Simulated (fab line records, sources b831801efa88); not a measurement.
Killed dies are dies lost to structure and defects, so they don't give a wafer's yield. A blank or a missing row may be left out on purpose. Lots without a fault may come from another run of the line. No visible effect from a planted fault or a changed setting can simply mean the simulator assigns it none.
Which tool did it? / flow gf180mcu / Sampling: 24 lots, 72 wafers, 6 of 602 route steps

WHAT THE GAUGES READ, wafer by wafer
GF_M1_CD_MEAS_14: the cd target is 230 nm. Usual: cd nm 230.0 nm, standard deviation 1.1.
lot=L074; measured=day 17 21:20; on=cd sem-01; cd nm (nm)=229.3 228.9 230.0; flag=
lot=L075; measured=day 18 05:40; on=cd sem-02; cd nm (nm)=230.8 230.2 230.4; flag=
lot=L076; measured=day 18 15:10; on=cd sem-02; cd nm (nm)=230.9 231.4 231.1; flag=
lot=L077; measured=day 18 15:53; on=cd sem-02; cd nm (nm)=229.1 229.3 229.0; flag=
lot=L078; measured=day 18 19:00; on=cd sem-02; cd nm (nm)=230.7 231.2 230.1; flag=
lot=L080; measured=day 19 08:36; on=cd sem-01; cd nm (nm)=231.5 229.4 231.0; flag=
lot=L079; measured=day 19 13:39; on=cd sem-01; cd nm (nm)=228.7 229.7 230.1; flag=
lot=L082; measured=day 20 04:47; on=cd sem-02; cd nm (nm)=230.1 229.4 230.8; flag=
lot=L083; measured=day 20 13:02; on=cd sem-02; cd nm (nm)=228.6 229.2 228.9; flag=
lot=L081; measured=day 20 13:38; on=cd sem-02; cd nm (nm)=229.7 231.4 228.4; flag=
lot=L084; measured=day 20 22:23; on=cd sem-02; cd nm (nm)=228.0 229.0 229.0; flag=
lot=L085; measured=day 21 04:36; on=cd sem-02; cd nm (nm)=229.3 229.6 230.0; flag=
lot=L086; measured=day 21 13:26; on=cd sem-02; cd nm (nm)=229.0 229.3 229.7; flag=
lot=L087; measured=day 22 00:01; on=cd sem-01; cd nm (nm)=230.7 229.6 230.4; flag=
lot=L088; measured=day 22 01:59; on=cd sem-01; cd nm (nm)=229.9 230.9 231.1; flag=
lot=L089; measured=day 22 15:38; on=cd sem-01; cd nm (nm)=232.1 230.9 231.2; flag=
lot=L090; measured=day 22 22:13; on=cd sem-01; cd nm (nm)=230.6 229.3 230.3; flag=
lot=L091; measured=day 23 07:04; on=cd sem-01; cd nm (nm)=229.8 230.1 230.2; flag=
lot=L092; measured=day 23 15:47; on=cd sem-01; cd nm (nm)=231.4 230.9 231.7; flag=
lot=L093; measured=day 23 18:11; on=cd sem-02; cd nm (nm)=230.3 231.4 231.2; flag=
lot=L094; measured=day 24 06:15; on=cd sem-01; cd nm (nm)=229.1 229.1 228.0; flag=
lot=L095; measured=day 24 08:37; on=cd sem-01; cd nm (nm)=229.9 231.0 231.1; flag=
lot=L096; measured=day 24 17:04; on=cd sem-02; cd nm (nm)=228.7 228.4 227.6; flag=
lot=L097; measured=day 24 22:33; on=cd sem-02; cd nm (nm)=231.9 231.0 231.3; flag=

GF_PASSIVATION_THK_MEAS_03. Usual: PASSIVATION_CVD_02_THK gives 701 nm (standard deviation 10).
lot=L074; measured=day 28 18:34; on=film metro-02; PASSIVATION_CVD_02_THK (nm)=692 711 698; flag=
lot=L075; measured=day 29 06:31; on=film metro-01; PASSIVATION_CVD_02_THK (nm)=702 705 703; flag=
lot=L076; measured=day 29 10:30; on=film metro-03; PASSIVATION_CVD_02_THK (nm)=696 715 713; flag=
lot=L077; measured=day 29 11:25; on=film metro-03; PASSIVATION_CVD_02_THK (nm)=692 700 708; flag=
lot=L078; measured=day 29 14:11; on=film metro-03; PASSIVATION_CVD_02_THK (nm)=699 703 722; flag=
lot=L080; measured=day 30 01:20; on=film metro-02; PASSIVATION_CVD_02_THK (nm)=705 707 709; flag=
lot=L079; measured=day 30 04:11; on=film metro-01; PASSIVATION_CVD_02_THK (nm)=679 687 692; flag=
lot=L082; measured=day 30 14:59; on=film metro-03; PASSIVATION_CVD_02_THK (nm)=697 689 708; flag=
lot=L083; measured=day 30 20:59; on=film metro-02; PASSIVATION_CVD_02_THK (nm)=700 722 722; flag=
lot=L081; measured=day 30 22:28; on=film metro-01; PASSIVATION_CVD_02_THK (nm)=704 706 719; flag=
lot=L084; measured=day 31 05:38; on=film metro-01; PASSIVATION_CVD_02_THK (nm)=698 714 700; flag=
lot=L085; measured=day 31 09:56; on=film metro-03; PASSIVATION_CVD_02_THK (nm)=693 713 708; flag=
lot=L086; measured=day 31 23:17; on=film metro-03; PASSIVATION_CVD_02_THK (nm)=691 699 698; flag=
lot=L087; measured=day 32 01:47; on=film metro-03; PASSIVATION_CVD_02_THK (nm)=686 701 698; flag=
lot=L088; measured=day 32 02:19; on=film metro-03; PASSIVATION_CVD_02_THK (nm)=692 706 701; flag=
lot=L089; measured=day 32 12:05; on=film metro-02; PASSIVATION_CVD_02_THK (nm)=686 705 700; flag=
lot=L090; measured=day 32 20:11; on=film metro-02; PASSIVATION_CVD_02_THK (nm)=702 691 709; flag=
lot=L091; measured=day 32 23:36; on=film metro-02; PASSIVATION_CVD_02_THK (nm)=685 695 704; flag=
lot=L092; measured=day 33 04:32; on=film metro-02; PASSIVATION_CVD_02_THK (nm)=688 680 701; flag=
lot=L093; measured=day 33 08:04; on=film metro-01; PASSIVATION_CVD_02_THK (nm)=685 686 692; flag=
lot=L094; measured=day 33 15:28; on=film metro-01; PASSIVATION_CVD_02_THK (nm)=702 701 721; flag=
lot=L095; measured=day 33 16:29; on=film metro-02; PASSIVATION_CVD_02_THK (nm)=680 689 712; flag=
lot=L096; measured=day 33 23:22; on=film metro-02; PASSIVATION_CVD_02_THK (nm)=696 689 708; flag=
lot=L097; measured=day 34 02:39; on=film metro-02; PASSIVATION_CVD_02_THK (nm)=710 714 715; flag=

WHICH TOOL RAN EACH LOT (tool, then ch and the chambers of the sampled wafers, then the start)
lot=L074; GF_M1_SPUTTER_00=pvd sputter-03, day 16 21:53; GF_M4_METAL_ETCH_16=rie metal-03 ch 0,1, day 24 03:11; GF_V4_CMP_04=cmp-02 ch 0,1, day 24 04:07; GF_V5_CVD_23=cvd w-02 ch 0,1, day 27 21:34
lot=L075; GF_M1_SPUTTER_00=pvd sputter-03, day 17 06:20; GF_M4_METAL_ETCH_16=rie metal-02 ch 0,1, day 24 16:29; GF_V4_CMP_04=cmp-01 ch 0,2,3, day 24 17:32; GF_V5_CVD_23=cvd w-01 ch 0, day 28 08:53
lot=L076; GF_M1_SPUTTER_00=pvd sputter-01, day 17 15:30; GF_M4_METAL_ETCH_16=rie metal-02 ch 0,1, day 24 20:53; GF_V4_CMP_04=cmp-01 ch 0,3, day 24 21:50; GF_V5_CVD_23=cvd w-01 ch 0,1, day 28 13:02
lot=L077; GF_M1_SPUTTER_00=pvd sputter-03, day 17 16:17; GF_M4_METAL_ETCH_16=rie metal-04 ch 0, day 24 21:03; GF_V4_CMP_04=cmp-02 ch 1,2,3, day 24 21:58; GF_V5_CVD_23=cvd w-02 ch 0,1, day 28 13:40
lot=L078; GF_M1_SPUTTER_00=pvd sputter-02, day 17 19:27; GF_M4_METAL_ETCH_16=rie metal-04 ch 0,1, day 24 23:41; GF_V4_CMP_04=cmp-02 ch 1,3, day 25 00:38; GF_V5_CVD_23=cvd w-01 ch 0,1, day 28 16:41
lot=L080; GF_M1_SPUTTER_00=pvd sputter-02, day 18 08:12; GF_M4_METAL_ETCH_16=rie metal-03 ch 0,1, day 25 13:35; GF_V4_CMP_04=cmp-01 ch 0,2,3, day 25 14:35; GF_V5_CVD_23=cvd w-01 ch 0,1, day 29 03:44
lot=L079; GF_M1_SPUTTER_00=pvd sputter-01, day 18 12:36; GF_M4_METAL_ETCH_16=rie metal-03 ch 1, day 25 16:47; GF_V4_CMP_04=cmp-02 ch 0,1,3, day 25 17:44; GF_V5_CVD_23=cvd w-02 ch 0,1, day 29 07:11
lot=L082; GF_M1_SPUTTER_00=pvd sputter-01, day 19 04:14; GF_M4_METAL_ETCH_16=rie metal-02 ch 0, day 26 06:08; GF_V4_CMP_04=cmp-02 ch 0,1,2, day 26 07:11; GF_V5_CVD_23=cvd w-02 ch 1, day 29 17:51
lot=L083; GF_M1_SPUTTER_00=pvd sputter-01, day 19 12:11; GF_M4_METAL_ETCH_16=rie metal-02 ch 0,1, day 26 13:14; GF_V4_CMP_04=cmp-02 ch 1,2,3, day 26 14:12; GF_V5_CVD_23=cvd w-01 ch 0,1, day 30 01:10
lot=L081; GF_M1_SPUTTER_00=pvd sputter-03, day 19 12:53; GF_M4_METAL_ETCH_16=rie metal-04 ch 0,1, day 26 13:35; GF_V4_CMP_04=cmp-02 ch 1,3, day 26 14:33; GF_V5_CVD_23=cvd w-02 ch 0,1, day 30 01:55
lot=L084; GF_M1_SPUTTER_00=pvd sputter-02, day 19 21:47; GF_M4_METAL_ETCH_16=rie metal-04 ch 1, day 26 19:41; GF_V4_CMP_04=cmp-02 ch 0,1,3, day 26 20:44; GF_V5_CVD_23=cvd w-02 ch 0,1, day 30 09:10
lot=L085; GF_M1_SPUTTER_00=pvd sputter-02, day 20 04:26; GF_M4_METAL_ETCH_16=rie metal-02 ch 0,1, day 27 00:45; GF_V4_CMP_04=cmp-01 ch 0,1,2, day 27 01:47; GF_V5_CVD_23=cvd w-02 ch 0,1, day 30 13:38
lot=L086; GF_M1_SPUTTER_00=pvd sputter-02, day 20 13:24; GF_M4_METAL_ETCH_16=rie metal-03 ch 0,1, day 27 17:08; GF_V4_CMP_04=cmp-01 ch 1,2,3, day 27 18:21; GF_V5_CVD_23=cvd w-01 ch 0,1, day 31 03:53
lot=L087; GF_M1_SPUTTER_00=pvd sputter-03, day 21 00:26; GF_M4_METAL_ETCH_16=rie metal-02 ch 0,1, day 27 18:44; GF_V4_CMP_04=cmp-02 ch 0,1,2, day 27 19:42; GF_V5_CVD_23=cvd w-02 ch 1, day 31 06:20
lot=L088; GF_M1_SPUTTER_00=pvd sputter-01, day 21 02:20; GF_M4_METAL_ETCH_16=rie metal-04 ch 0,1, day 27 18:57; GF_V4_CMP_04=cmp-02 ch 0,1,2, day 27 20:18; GF_V5_CVD_23=cvd w-02 ch 0,1, day 31 06:41
lot=L089; GF_M1_SPUTTER_00=pvd sputter-02, day 21 12:17; GF_M4_METAL_ETCH_16=rie metal-04 ch 0,1, day 28 08:02; GF_V4_CMP_04=cmp-02 ch 2,3, day 28 09:17; GF_V5_CVD_23=cvd w-02 ch 0,1, day 31 17:30
lot=L090; GF_M1_SPUTTER_00=pvd sputter-02, day 21 22:48; GF_M4_METAL_ETCH_16=rie metal-04 ch 0,1, day 28 17:23; GF_V4_CMP_04=cmp-01 ch 0,1, day 28 18:47; GF_V5_CVD_23=cvd w-01 ch 0,1, day 32 01:02
lot=L091; GF_M1_SPUTTER_00=pvd sputter-03, day 22 07:49; GF_M4_METAL_ETCH_16=rie metal-03 ch 0,1, day 28 22:26; GF_V4_CMP_04=cmp-01 ch 0,2,3, day 28 23:55; GF_V5_CVD_23=cvd w-02 ch 0,1, day 32 05:25
lot=L092; GF_M1_SPUTTER_00=pvd sputter-02, day 22 16:59; GF_M4_METAL_ETCH_16=rie metal-04 ch 0,1, day 29 03:51; GF_V4_CMP_04=cmp-01 ch 1,2,3, day 29 05:00; GF_V5_CVD_23=cvd w-02 ch 1, day 32 10:08
lot=L093; GF_M1_SPUTTER_00=pvd sputter-01, day 22 19:53; GF_M4_METAL_ETCH_16=rie metal-04 ch 0,1, day 29 06:59; GF_V4_CMP_04=cmp-01 ch 0,1,3, day 29 09:05; GF_V5_CVD_23=cvd w-02 ch 0,1, day 32 13:51
lot=L094; GF_M1_SPUTTER_00=pvd sputter-03, day 23 07:54; GF_M4_METAL_ETCH_16=rie metal-04 ch 0, day 29 16:42; GF_V4_CMP_04=cmp-01 ch 2,3, day 29 17:37; GF_V5_CVD_23=cvd w-01 ch 0,1, day 32 21:01
lot=L095; GF_M1_SPUTTER_00=pvd sputter-01, day 23 10:35; GF_M4_METAL_ETCH_16=rie metal-04 ch 0,1, day 29 19:06; GF_V4_CMP_04=cmp-02 ch 1,2,3, day 29 20:07; GF_V5_CVD_23=cvd w-01 ch 0,1, day 32 22:59
lot=L096; GF_M1_SPUTTER_00=pvd sputter-03, day 23 19:11; GF_M4_METAL_ETCH_16=rie metal-02 ch 0,1, day 30 03:33; GF_V4_CMP_04=cmp-01 ch 0,1,2, day 30 04:31; GF_V5_CVD_23=cvd w-01 ch 0,1, day 33 05:43
lot=L097; GF_M1_SPUTTER_00=pvd sputter-02, day 24 00:35; GF_M4_METAL_ETCH_16=rie metal-04 ch 0,1, day 30 06:44; GF_V4_CMP_04=cmp-01 ch 0,1,3, day 30 07:47; GF_V5_CVD_23=cvd w-02 ch 0,1, day 33 09:13
- GF_M1_SPUTTER_00: material Ti, target thk 37.5 nm, time 150 s.
- GF_M4_METAL_ETCH_16: etches the open film in Cl2/BCl3, stops on SiO2, target depth 627.5 nm, time 104.6 s.
- GF_V4_CMP_04: polishes SiO2.
- GF_V5_CVD_23: deposits W, target thk 350 nm, time 104.9 s.

WHAT THE TOOLS THEMSELVES READ (means of the sampled wafers that have a number; where no wafer has one, the mark that the record gives instead)
GF_M1_SPUTTER_00. Usual: throttle valve pct 29.6 %, standard deviation 1.2.
lot=L074; tool=pvd sputter-03; throttle valve pct (%)=29.9; flag=
lot=L075; tool=pvd sputter-03; throttle valve pct (%)=30.9; flag=
lot=L076; tool=pvd sputter-01; throttle valve pct (%)=29.3; flag=
lot=L077; tool=pvd sputter-03; throttle valve pct (%)=29.6; flag=
lot=L078; tool=pvd sputter-02; throttle valve pct (%)=29.8; flag=
lot=L080; tool=pvd sputter-02; throttle valve pct (%)=29.4; flag=
lot=L079; tool=pvd sputter-01; throttle valve pct (%)=28.5; flag=
lot=L082; tool=pvd sputter-01; throttle valve pct (%)=28.1; flag=
lot=L083; tool=pvd sputter-01; throttle valve pct (%)=29.5; flag=
lot=L081; tool=pvd sputter-03; throttle valve pct (%)=29.9; flag=
lot=L084; tool=pvd sputter-02; throttle valve pct (%)=29.8; flag=
lot=L085; tool=pvd sputter-02; throttle valve pct (%)=29.3; flag=
lot=L086; tool=pvd sputter-02; throttle valve pct (%)=30.0; flag=
lot=L087; tool=pvd sputter-03; throttle valve pct (%)=30.0; flag=
lot=L088; tool=pvd sputter-01; throttle valve pct (%)=29.8; flag=
lot=L089; tool=pvd sputter-02; throttle valve pct (%)=30.3; flag=
lot=L090; tool=pvd sputter-02; throttle valve pct (%)=30.2; flag=
lot=L091; tool=pvd sputter-03; throttle valve pct (%)=28.7; flag=
lot=L092; tool=pvd sputter-02; throttle valve pct (%)=29.8; flag=
lot=L093; tool=pvd sputter-01; throttle valve pct (%)=28.6; flag=
lot=L094; tool=pvd sputter-03; throttle valve pct (%)=29.9; flag=
lot=L095; tool=pvd sputter-01; throttle valve pct (%)=30.0; flag=
lot=L096; tool=pvd sputter-03; throttle valve pct (%)=30.3; flag=
lot=L097; tool=pvd sputter-02; throttle valve pct (%)=30.4; flag=

GF_M4_METAL_ETCH_16. Usual: chamber pressure mTorr 8.000 mTorr, standard deviation 0.0076; drypump motor current A 5.8 A, standard deviation 0.38; oes product au 0.972 a.u., standard deviation 0.0052; throttle valve pct 28.251 %, standard deviation 0.0095.
lot=L074; tool=rie metal-03; chamber pressure mTorr (mTorr)=7.996; drypump motor current A (A)=5.2; oes product au (a.u.)=0.973; throttle valve pct (%)=28.247; flag=
lot=L075; tool=rie metal-02; chamber pressure mTorr (mTorr)=8.005; drypump motor current A (A)=6.0; oes product au (a.u.)=0.972; throttle valve pct (%)=28.246; flag=
lot=L076; tool=rie metal-02; chamber pressure mTorr (mTorr)=8.004; drypump motor current A (A)=6.0; oes product au (a.u.)=0.974; throttle valve pct (%)=28.248; flag=
lot=L077; tool=rie metal-04; chamber pressure mTorr (mTorr)=7.996; drypump motor current A (A)=6.3; oes product au (a.u.)=0.970; throttle valve pct (%)=28.252; flag=
lot=L078; tool=rie metal-04; chamber pressure mTorr (mTorr)=8.002; drypump motor current A (A)=5.8; oes product au (a.u.)=0.970; throttle valve pct (%)=28.253; flag=
lot=L080; tool=rie metal-03; chamber pressure mTorr (mTorr)=7.995; drypump motor current A (A)=5.3; oes product au (a.u.)=0.965; throttle valve pct (%)=28.260; flag=
lot=L079; tool=rie metal-03; chamber pressure mTorr (mTorr)=8.000; drypump motor current A (A)=5.1; oes product au (a.u.)=0.972; throttle valve pct (%)=28.247; flag=
lot=L082; tool=rie metal-02; chamber pressure mTorr (mTorr)=8.002; drypump motor current A (A)=5.9; oes product au (a.u.)=0.969; throttle valve pct (%)=28.256; flag=
lot=L083; tool=rie metal-02; chamber pressure mTorr (mTorr)=7.999; drypump motor current A (A)=6.0; oes product au (a.u.)=0.974; throttle valve pct (%)=28.241; flag=
lot=L081; tool=rie metal-04; chamber pressure mTorr (mTorr)=8.000; drypump motor current A (A)=6.0; oes product au (a.u.)=0.970; throttle valve pct (%)=28.248; flag=
lot=L084; tool=rie metal-04; chamber pressure mTorr (mTorr)=7.997; drypump motor current A (A)=5.5; oes product au (a.u.)=0.972; throttle valve pct (%)=28.248; flag=
lot=L085; tool=rie metal-02; chamber pressure mTorr (mTorr)=8.003; drypump motor current A (A)=6.0; oes product au (a.u.)=0.971; throttle valve pct (%)=28.241; flag=
lot=L086; tool=rie metal-03; chamber pressure mTorr (mTorr)=8.002; drypump motor current A (A)=5.4; oes product au (a.u.)=0.972; throttle valve pct (%)=28.253; flag=
lot=L087; tool=rie metal-02; chamber pressure mTorr (mTorr)=8.001; drypump motor current A (A)=5.9; oes product au (a.u.)=0.971; throttle valve pct (%)=28.249; flag=
lot=L088; tool=rie metal-04; chamber pressure mTorr (mTorr)=8.000; drypump motor current A (A)=6.0; oes product au (a.u.)=0.964; throttle valve pct (%)=28.253; flag=
lot=L089; tool=rie metal-04; chamber pressure mTorr (mTorr)=7.997; drypump motor current A (A)=6.0; oes product au (a.u.)=0.969; throttle valve pct (%)=28.251; flag=
lot=L090; tool=rie metal-04; chamber pressure mTorr (mTorr)=7.994; drypump motor current A (A)=5.7; oes product au (a.u.)=0.967; throttle valve pct (%)=28.248; flag=
lot=L091; tool=rie metal-03; chamber pressure mTorr (mTorr)=7.999; drypump motor current A (A)=5.3; oes product au (a.u.)=0.970; throttle valve pct (%)=28.243; flag=
lot=L092; tool=rie metal-04; chamber pressure mTorr (mTorr)=8.003; drypump motor current A (A)=6.0; oes product au (a.u.)=0.970; throttle valve pct (%)=28.262; flag=
lot=L093; tool=rie metal-04; chamber pressure mTorr (mTorr)=7.997; drypump motor current A (A)=5.8; oes product au (a.u.)=0.974; throttle valve pct (%)=28.254; flag=
lot=L094; tool=rie metal-04; chamber pressure mTorr (mTorr)=8.002; drypump motor current A (A)=6.2; oes product au (a.u.)=0.970; throttle valve pct (%)=28.258; flag=
lot=L095; tool=rie metal-04; chamber pressure mTorr (mTorr)=8.006; drypump motor current A (A)=5.8; oes product au (a.u.)=0.976; throttle valve pct (%)=28.251; flag=
lot=L096; tool=rie metal-02; chamber pressure mTorr (mTorr)=8.000; drypump motor current A (A)=6.0; oes product au (a.u.)=0.970; throttle valve pct (%)=28.254; flag=
lot=L097; tool=rie metal-04; chamber pressure mTorr (mTorr)=8.003; drypump motor current A (A)=6.0; oes product au (a.u.)=0.978; throttle valve pct (%)=28.247; flag=

GF_V4_CMP_04. Usual: motor current A 11.3 A, standard deviation 0.71; time to endpoint s 79 s, standard deviation 6.2.
lot=L074; tool=cmp-02; motor current A (A)=11.7; time to endpoint s (s)=81; flag=
lot=L075; tool=cmp-01; motor current A (A)=10.9; time to endpoint s (s)=77; flag=
lot=L076; tool=cmp-01; motor current A (A)=11.2; time to endpoint s (s)=77; flag=
lot=L077; tool=cmp-02; motor current A (A)=11.8; time to endpoint s (s)=74; flag=
lot=L078; tool=cmp-02; motor current A (A)=12.1; time to endpoint s (s)=85; flag=
lot=L080; tool=cmp-01; motor current A (A)=11.1; time to endpoint s (s)=74; flag=
lot=L079; tool=cmp-02; motor current A (A)=11.5; time to endpoint s (s)=80; flag=
lot=L082; tool=cmp-02; motor current A (A)=11.5; time to endpoint s (s)=78; flag=
lot=L083; tool=cmp-02; motor current A (A)=12.0; time to endpoint s (s)=80; flag=
lot=L081; tool=cmp-02; motor current A (A)=11.7; time to endpoint s (s)=82; flag=
lot=L084; tool=cmp-02; motor current A (A)=12.0; time to endpoint s (s)=88; flag=
lot=L085; tool=cmp-01; motor current A (A)=10.7; time to endpoint s (s)=77; flag=
lot=L086; tool=cmp-01; motor current A (A)=11.5; time to endpoint s (s)=79; flag=
lot=L087; tool=cmp-02; motor current A (A)=11.9; time to endpoint s (s)=75; flag=
lot=L088; tool=cmp-02; motor current A (A)=11.8; time to endpoint s (s)=77; flag=
lot=L089; tool=cmp-02; motor current A (A)=11.2; time to endpoint s (s)=75; flag=
lot=L090; tool=cmp-01; motor current A (A)=10.3; time to endpoint s (s)=79; flag=
lot=L091; tool=cmp-01; motor current A (A)=10.9; time to endpoint s (s)=79; flag=
lot=L092; tool=cmp-01; motor current A (A)=10.9; time to endpoint s (s)=75; flag=
lot=L093; tool=cmp-01; motor current A (A)=11.0; time to endpoint s (s)=77; flag=
lot=L094; tool=cmp-01; motor current A (A)=11.5; time to endpoint s (s)=79; flag=
lot=L095; tool=cmp-02; motor current A (A)=11.4; time to endpoint s (s)=68; flag=
lot=L096; tool=cmp-01; motor current A (A)=10.2; time to endpoint s (s)=74; flag=
lot=L097; tool=cmp-01; motor current A (A)=11.2; time to endpoint s (s)=93; flag=

GF_V5_CVD_23. Usual: heater power w 819 W, standard deviation 100; susceptor temp C 399.95 C, standard deviation 0.22.
lot=L074; tool=cvd w-02; heater power w (W)=843; susceptor temp C (C)=399.94; flag=
lot=L075; tool=cvd w-01; heater power w (W)=697; susceptor temp C (C)=399.71; flag=
lot=L076; tool=cvd w-01; heater power w (W)=787; susceptor temp C (C)=399.97; flag=
lot=L077; tool=cvd w-02; heater power w (W)=830; susceptor temp C (C)=399.66; flag=
lot=L078; tool=cvd w-01; heater power w (W)=854; susceptor temp C (C)=400.12; flag=
lot=L080; tool=cvd w-01; heater power w (W)=783; susceptor temp C (C)=400.08; flag=
lot=L079; tool=cvd w-02; heater power w (W)=770; susceptor temp C (C)=399.89; flag=
lot=L082; tool=cvd w-02; heater power w (W)=902; susceptor temp C (C)=400.11; flag=
lot=L083; tool=cvd w-01; heater power w (W)=856; susceptor temp C (C)=400.00; flag=
lot=L081; tool=cvd w-02; heater power w (W)=798; susceptor temp C (C)=399.86; flag=
lot=L084; tool=cvd w-02; heater power w (W)=848; susceptor temp C (C)=400.04; flag=
lot=L085; tool=cvd w-02; heater power w (W)=847; susceptor temp C (C)=399.77; flag=
lot=L086; tool=cvd w-01; heater power w (W)=872; susceptor temp C (C)=400.18; flag=
lot=L087; tool=cvd w-02; heater power w (W)=897; susceptor temp C (C)=400.04; flag=
lot=L088; tool=cvd w-02; heater power w (W)=843; susceptor temp C (C)=400.00; flag=
lot=L089; tool=cvd w-02; heater power w (W)=790; susceptor temp C (C)=399.99; flag=
lot=L090; tool=cvd w-01; heater power w (W)=866; susceptor temp C (C)=400.19; flag=
lot=L091; tool=cvd w-02; heater power w (W)=786; susceptor temp C (C)=400.03; flag=
lot=L092; tool=cvd w-02; heater power w (W)=895; susceptor temp C (C)=399.75; flag=
lot=L093; tool=cvd w-02; heater power w (W)=795; susceptor temp C (C)=400.12; flag=
lot=L094; tool=cvd w-01; heater power w (W)=783; susceptor temp C (C)=399.73; flag=
lot=L095; tool=cvd w-01; heater power w (W)=854; susceptor temp C (C)=400.03; flag=
lot=L096; tool=cvd w-01; heater power w (W)=771; susceptor temp C (C)=399.90; flag=
lot=L097; tool=cvd w-02; heater power w (W)=786; susceptor temp C (C)=400.11; flag=

THE ANSWER, worked out from the rows above alone
Rule: a lot counts as off when the mean over its wafers that have a number is more than 3 standard deviations away from the usual mean. Also off: a lot with no number at a reading for which 4 or more lots have one. All remaining lots with rows at the step are treated as sound. Order of review: gauges by route order, followed by the tools' own readings, for which a lot's mean as printed above is used. At the first step where some lot is off, the reading lying furthest off is the one used; lots without a number count as furthest.
No lot is off on any of the readings shown, so nothing can be concluded from this.

WHAT THE SIMULATOR HAD INSERTED
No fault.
